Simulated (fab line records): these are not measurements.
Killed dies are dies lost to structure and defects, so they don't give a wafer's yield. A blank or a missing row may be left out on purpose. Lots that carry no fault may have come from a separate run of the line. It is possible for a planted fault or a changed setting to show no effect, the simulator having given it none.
Comparing a struck lot with a sound one | flow sky130 | 15 out of 708 route steps
Sound: the wafers L399.1, L399.3, L399.5. The struck wafers were L408.1, L408.3, L408.6. The cause comes at the end.
For every step that has rows: the tool of each side, followed by ch and its chambers, followed by its first start. Under that, the readings that differ: sound wafers | struck wafers | difference of the means | sigmas: that difference in standard deviations of wafers without a fault.
alike: readings with means less than 2 such deviations apart, plus words and numbers identical on both sides. not compared: withheld readings, readings lacking a value on some wafer, bounds such as >300 that could conceal the same value, and numbers that have no deviation in the record and whose values overlap.
Wherever a step has rows on one side only, a row that says differs or no value, or a row with sigmas, the two part there. When numbers do not overlap yet have no deviation, they are printed without sigmas and do not part them. Lack of a reading on every wafer of one side parts them only where that side has two or more wafers.

first, 7 steps without rows for these wafers: SKY_POLY_GATE_HMDS_06 (prime time 60 s); SKY_POLY_GATE_COAT_07 (resist thk 110 nm); SKY_POLY_GATE_COAT_08 (resist thk 450 nm); SKY_POLY_GATE_SOFTBAKE_09 (time 90 s); SKY_POLY_GATE_EXPOSE_10 (exposes mask P1M, target cd 150 nm); SKY_POLY_GATE_PEB_11; SKY_POLY_GATE_DEVELOP_12 (develop time 60 s).
SKY_POLY_GATE_CD_MEAS_13: the cd target is 150 nm.
  sound: cd-sem-01 at day 18 15:43; struck: cd-sem-01 at day 21 14:58
  alike: cd-nm
SKY_POLY_GATE_OVL_MEAS_14:
  sound: overlay-02 at day 18 15:50; struck: overlay-01 at day 21 15:05
  alike: POLY_GATE_OVL
SKY_POLY_GATE_ETCH_15: etches BARC in N2/H2, stops on SiO2, time 118.5 s, target depth 110 nm.
  sound on rie-diel-04 ch 0,3, day 18 15:52; struck on rie-diel-04 ch 2,3, day 21 15:07
  alike: bias-w, drypump-motor-current-A, h2-flow-sccm, n2-flow-sccm, oes-product-au, throttle-valve-pct
  not compared: rf-hours-counter-h
SKY_POLY_GATE_ETCH_16: etches Si3N4 in CH3F/O2, stops on poly-Si, time 147.5 s, target depth 75 nm.
  sound on rie-diel-04 ch 0,3, day 18 15:57; struck on rie-diel-04 ch 2,3, day 21 15:12
  alike: bias-w, drypump-motor-current-A, oes-product-au, throttle-valve-pct
  not compared: rf-hours-counter-h
SKY_POLY_GATE_ETCH_17: etches poly-Si in HBr/Cl2, stops on SiO2, target depth 180 nm, time 70.5 s.
  sound on rie-si-01 ch 0,2, day 18 16:02; struck on rie-si-01 ch 1,3, day 21 15:18
  alike: bias-w, drypump-motor-current-A, oes-product-au, throttle-valve-pct
  not compared: rf-hours-counter-h
SKY_POLY_GATE_STRIP_18: strips in O2/N2.
  sound on plasma-asher-01 ch 0,1, day 18 16:06; struck on plasma-asher-03 ch 0, day 21 15:21
  no value came back on the struck wafers for any of 5 readings (chamber-pressure-mTorr (mTorr), drypump-motor-current-A (A) and others); on the sound wafers chamber-pressure-mTorr (mTorr) reads 1501.4 1499.9 1499.0
  reading                                          | sound | struck            | difference | sigmas
  model.KrF-thick_of_POLY_GATE_COAT_08.thk-nm (nm) | 0 0 0 | 137.4 137.3 136.4 | +137.0     |
  model.BARC_of_POLY_GATE_COAT_07.thk-nm (nm)      | 0 0 0 | 109.7 109.8 109.7 | +109.7     |
  not compared: rf-hours-counter-h
then, 1 step without rows for these wafers: SKY_POLY_GATE_CLEAN_19 (cleans in SC1/SC2, time 150 s).
-- here the record skips 28 days between the struck wafers' starts before and after, leaving off in module POLY_GATE and picking up in module PAD_OPEN (first step shown: number 708 of the route) --
SKY_PAD_OPEN_PROBE_99:
  sound: prober-02 at day 47 14:16; struck: prober-01 at day 49 11:21
  reading             | sound     | struck      | difference | sigmas
  killed-at-front-end | 13 19 19  | 431 423 446 | +416       | +99 or more
  killed-dies         | 101 90 92 | 492 492 492 | +398       | +36
  killed-on-rim       | 18 15 18  | 96 96 96    | +79        | +19
  killed-short        | 53 39 40  | 30 37 24    | -14        | -2
  alike: killed_at_M0_to_M3, killed_at_M4_up, killed-at-contacts, killed-at-other, killed-open

== WHERE THEY PART ==
First at SKY_POLY_GATE_STRIP_18; last, within this record, at SKY_PAD_OPEN_PROBE_99.

WHY: whatever the simulator had introduced
Step skipped in full: plasma-asher-03, at SKY_POLY_GATE_STRIP_18, from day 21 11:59 onward. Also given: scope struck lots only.
